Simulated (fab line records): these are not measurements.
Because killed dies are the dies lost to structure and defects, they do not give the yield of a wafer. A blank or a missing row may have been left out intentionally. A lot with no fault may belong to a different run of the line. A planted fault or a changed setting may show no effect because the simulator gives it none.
The tool behind it: which one? ; flow gf180mcu ; Sampling: 13 lots, 39 wafers, 3 of 602 route steps

== WHAT THE GAUGES READ, wafer by wafer ==
GF_MIM_THK_MEAS_11: measures by xrf. Usual: MIM_ALCU_THK gives 206 nm (standard deviation 3.7).
lot;measured;on;MIM_ALCU_THK (nm);flag
L515;day 24 10:19;film-metro-02;205 199 208;
L517;day 25 10:23;film-metro-02;207 208 199;
L518;day 25 13:17;film-metro-03;204 205 207;
L523;day 27 04:54;film-metro-03;208 209 208;
L524;day 27 16:56;film-metro-02;198 205 205;
L527;day 28 17:43;film-metro-03;208 210 209;
L530;day 29 08:37;film-metro-03;210 206 209;
L531;day 29 17:20;film-metro-01;201 204 209;
L532;day 29 19:54;film-metro-03;207 211 210;
L534;day 30 09:32;film-metro-03;201 209 201;
L535;day 30 20:20;film-metro-02;211 203 211;
L536;day 30 22:59;film-metro-02;209 208 201;
L538;day 31 11:41;film-metro-01;203 203 205;

== EACH LOT AND THE TOOL THAT RAN IT (in order: tool; ch and the chambers of the sampled wafers; start) ==
lot;GF_MIM_SPUTTER_00;GF_MIM_SPUTTER_01
L515;pvd-sputter-03, day 24 09:46;pvd-sputter-03, day 24 09:52
L517;pvd-sputter-03, day 25 09:51;pvd-sputter-03, day 25 09:57
L518;pvd-sputter-01, day 25 12:46;pvd-sputter-01, day 25 12:52
L523;pvd-sputter-03, day 27 04:22;pvd-sputter-03, day 27 04:28
L524;pvd-sputter-01, day 27 16:23;pvd-sputter-01, day 27 16:29
L527;pvd-sputter-01, day 28 17:11;pvd-sputter-01, day 28 17:17
L530;pvd-sputter-03, day 29 08:04;pvd-sputter-03, day 29 08:10
L531;pvd-sputter-01, day 29 16:49;pvd-sputter-01, day 29 16:55
L532;pvd-sputter-03, day 29 19:21;pvd-sputter-03, day 29 19:27
L534;pvd-sputter-02, day 30 09:00;pvd-sputter-02, day 30 09:06
L535;pvd-sputter-03, day 30 19:47;pvd-sputter-03, day 30 19:53
L536;pvd-sputter-03, day 30 22:26;pvd-sputter-03, day 30 22:32
L538;pvd-sputter-02, day 31 11:08;pvd-sputter-02, day 31 11:14
- GF_MIM_SPUTTER_00: material Ti, target thk 37.5 nm, time 150 s.
- GF_MIM_SPUTTER_01: material TiN, target thk 30 nm, time 25 s.

== WHAT THE TOOLS THEMSELVES READ (means of the sampled wafers that have a number; where no wafer has one, the mark that the record gives instead) ==
GF_MIM_SPUTTER_00. Usual: cathode-dc-power-W 4000.0 W, standard deviation 0.73; throttle-valve-pct 30.1 %, standard deviation 0.96.
lot;tool;cathode-dc-power-W (W);throttle-valve-pct (%);flag
L515;pvd-sputter-03;4000.4;29.2;
L517;pvd-sputter-03;4000.2;29.2;
L518;pvd-sputter-01;3999.1;30.4;
L523;pvd-sputter-03;3999.9;29.5;
L524;pvd-sputter-01;4000.2;30.2;
L527;pvd-sputter-01;4000.4;29.9;
L530;pvd-sputter-03;3999.5;29.6;
L531;pvd-sputter-01;4000.1;30.7;
L532;pvd-sputter-03;4000.4;29.5;
L534;pvd-sputter-02;4000.5;30.5;
L535;pvd-sputter-03;3999.6;29.5;
L536;pvd-sputter-03;4000.2;29.3;
L538;pvd-sputter-02;3999.1;30.6;

GF_MIM_SPUTTER_01. Usual: cathode-dc-power-W 6500.1 W, standard deviation 1.3; throttle-valve-pct 30.1 %, standard deviation 0.94.
lot;tool;cathode-dc-power-W (W);throttle-valve-pct (%);flag
L515;pvd-sputter-03;6500.5;29.3;
L517;pvd-sputter-03;6499.0;29.3;
L518;pvd-sputter-01;6501.3;30.4;
L523;pvd-sputter-03;6498.3;29.6;
L524;pvd-sputter-01;6499.0;30.1;
L527;pvd-sputter-01;6499.6;29.7;
L530;pvd-sputter-03;6499.1;29.8;
L531;pvd-sputter-01;6500.0;30.8;
L532;pvd-sputter-03;6500.0;29.3;
L534;pvd-sputter-02;6499.6;30.7;
L535;pvd-sputter-03;6499.1;29.5;
L536;pvd-sputter-03;6500.4;29.4;
L538;pvd-sputter-02;6500.3;30.6;

== THE ANSWER, worked out from the rows above alone ==
Rule: lot off if the mean of its wafers having a number is beyond 3 standard deviations from the usual mean. Also off: a lot with no number at a reading for which 4 or more lots have one. All remaining lots with rows at the step are treated as sound. The gauges are gone through in route order, then the tools' own readings, and for those a lot's mean is taken as printed above. The first step at which some lot is off is used, and at that step the reading that is off furthest; a lot without a number counts as furthest.
No lot is off at any reading shown: from this, nothing can be told.

== WHAT THE SIMULATOR HAD INSERTED ==
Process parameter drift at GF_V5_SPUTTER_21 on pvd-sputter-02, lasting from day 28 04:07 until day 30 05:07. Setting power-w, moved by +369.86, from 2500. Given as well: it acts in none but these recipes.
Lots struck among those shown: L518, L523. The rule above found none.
